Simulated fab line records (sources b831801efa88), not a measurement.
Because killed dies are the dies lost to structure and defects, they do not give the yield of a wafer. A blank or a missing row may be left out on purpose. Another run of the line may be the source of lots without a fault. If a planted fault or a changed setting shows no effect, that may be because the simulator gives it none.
The tool behind it: which one? -- flow sky130 -- 11 lots with 33 wafers sampled at 5 steps, on a route of 708 steps

WHAT THE GAUGES SHOWED, per wafer
SKY_NWELL_THK_MEAS_02. Usual: for NWELL_OXIDATION_THK the level is 10.03 nm and the standard deviation is 0.19.
lot,measured,on,NWELL_OXIDATION_THK (nm),flag
L712,day 2 11:50,film-metro-01,10.14 10.29 10.07,
L713,day 2 15:58,film-metro-04,10.35 10.23 10.37,
L714,day 2 20:53,film-metro-04,10.08 10.05 10.08,
L715,day 3 03:41,film-metro-04,9.95 9.94 10.05,
L716,day 3 10:13,film-metro-03,10.12 10.12 10.07,
L717,day 3 14:26,film-metro-01,10.24 10.18 10.23,
L718,day 3 18:03,film-metro-04,10.59 10.53 10.35,
L720,day 4 16:18,film-metro-03,9.98 10.05 9.88,
L721,day 4 16:17,film-metro-04,10.02 9.95 9.94,
L722,day 4 18:19,film-metro-04,10.34 10.02 10.05,
L723,day 5 01:46,film-metro-03,9.74 9.57 9.47,

SKY_DNWELL_TW_MEAS_09. Usual: for DNWELL_TW the level is 1115 and the standard deviation is 12.
lot,measured,on,DNWELL_TW,flag
L712,day 3 04:14,film-metro-04,1118 1115 1124,
L713,day 3 08:03,film-metro-01,1130 1138 1136,
L714,day 3 12:55,film-metro-04,1125 1126 1120,
L715,day 3 19:23,film-metro-01,1128 1127 1129,
L716,day 4 04:22,film-metro-03,1106 1110 1110,
L717,day 4 06:47,film-metro-01,1126 1122 1130,
L718,day 4 10:34,film-metro-01,1117 1119 1120,
L720,day 5 10:12,film-metro-01,2039 2036 2034 2042 2036 2037,OFF
L721,day 5 09:54,film-metro-03,1990 1994 1980 1981 1992 1998,OFF
L722,day 5 12:00,film-metro-01,2023 2041 2022 2028 2027 2024,OFF
L723,day 5 20:01,film-metro-03,1986 1989 2000 1978 1990 1983,OFF

SKY_PWDE_TW_MEAS_10. Usual: for PWDE_TW the level is 373 and the standard deviation is 4.
lot,measured,on,PWDE_TW,flag
L712,day 3 20:21,film-metro-01,377 378 377,
L713,day 4 00:16,film-metro-01,377 376 376,
L714,day 4 05:23,film-metro-01,372 373 371,
L715,day 4 12:00,film-metro-03,371 370 370,
L716,day 4 20:39,film-metro-01,374 375 376,
L717,day 4 23:51,film-metro-03,368 368 371,
L718,day 5 03:00,film-metro-04,374 374 374,

WHAT TOOL EACH LOT RAN ON (gives the tool, then ch and the chambers of the sampled wafers, and finally the start)
lot,SKY_FIELD_ISO_ETCH_15,SKY_DNWELL_IMPLANT_07
L712,"rie-diel-02 ch 0,1,2, day 2 06:10","implanter-01 ch 0, day 3 03:59"
L713,"rie-diel-03 ch 1,2,3, day 2 10:10","implanter-01 ch 0, day 3 07:49"
L714,"rie-diel-03 ch 2,3, day 2 15:13","implanter-04 ch 0, day 3 12:40"
L715,"rie-diel-03 ch 1,2,3, day 2 20:55","implanter-04 ch 0, day 3 19:08"
L716,"rie-diel-02 ch 0,3, day 3 02:54","implanter-04 ch 0, day 4 04:09"
L717,"rie-diel-01 ch 1,2,3, day 3 08:18","implanter-03 ch 0, day 4 06:32"
L718,"rie-diel-03 ch 0,1,2, day 3 11:22","implanter-04 ch 0, day 4 10:21"
L720,"rie-diel-02 ch 0,1,3, day 4 02:49","implanter-04 ch 0, day 5 09:58"
L721,"rie-diel-03 ch 0,3, day 4 05:25","implanter-01 ch 0, day 5 09:39"
L722,"rie-diel-02 ch 2,3, day 4 10:49","implanter-04 ch 0, day 5 11:46"
L723,"rie-diel-01 ch 0,1,2, day 4 13:30","implanter-01 ch 0, day 5 19:46"
- SKY_FIELD_ISO_ETCH_15: etches the open film in CHF3/O2, stops on Si, target depth 180 nm, time 72 s.
- SKY_DNWELL_IMPLANT_07

WHAT THE TOOLS THEMSELVES READ (means of the sampled wafers that have a number; where no wafer has one, the mark that the record gives instead)
SKY_FIELD_ISO_ETCH_15. Usual: chamber-pressure-mTorr 39.99 mTorr, standard deviation 0.044; drypump-motor-current-A 5.6 A, standard deviation 0.37; oes-product-au 0.945 a.u., standard deviation 0.0071; throttle-valve-pct 8.844 %, standard deviation 0.0087.
lot,tool,chamber-pressure-mTorr (mTorr),drypump-motor-current-A (A),oes-product-au (a.u.),throttle-valve-pct (%),flag
L712,rie-diel-02,40.00,5.7,0.947,8.840,
L713,rie-diel-03,40.00,5.7,0.945,8.844,
L714,rie-diel-03,39.99,5.6,0.945,8.844,
L715,rie-diel-03,39.98,5.7,0.945,8.840,
L716,rie-diel-02,40.00,5.0,0.943,8.845,
L717,rie-diel-01,39.99,5.8,0.945,8.838,
L718,rie-diel-03,40.00,5.7,0.944,8.854,
L720,rie-diel-02,40.03,5.4,0.951,8.845,
L721,rie-diel-03,40.02,5.3,0.945,8.846,
L722,rie-diel-02,39.99,5.1,0.952,8.841,
L723,rie-diel-01,39.98,5.6,0.939,8.852,

THE ANSWER, worked out from the rows above alone
Rule: a lot is off if the mean of its wafers that have a number lies more than 3 standard deviations from the usual mean. A lot without any number at a reading at which 4 lots or more have one is off too. The other lots that the step has rows for count as sound. The gauges are gone through in route order, then the tools' own readings, and for those a lot's mean is taken as printed above. At the first step where some lot is off, the reading lying furthest off is the one used; lots without a number count as furthest.
Off: at SKY_DNWELL_TW_MEAS_09 (DNWELL_TW), L720, L721, L722, L723.
If a tool, at a process step before that reading, ran all the lots that are off and no sound lot after the first of them, it fits. Those tools and the gauges at SKY_DNWELL_TW_MEAS_09 are tried in the same way. Of those tried, none fits.

WHAT THE SIMULATOR HAD PUT IN
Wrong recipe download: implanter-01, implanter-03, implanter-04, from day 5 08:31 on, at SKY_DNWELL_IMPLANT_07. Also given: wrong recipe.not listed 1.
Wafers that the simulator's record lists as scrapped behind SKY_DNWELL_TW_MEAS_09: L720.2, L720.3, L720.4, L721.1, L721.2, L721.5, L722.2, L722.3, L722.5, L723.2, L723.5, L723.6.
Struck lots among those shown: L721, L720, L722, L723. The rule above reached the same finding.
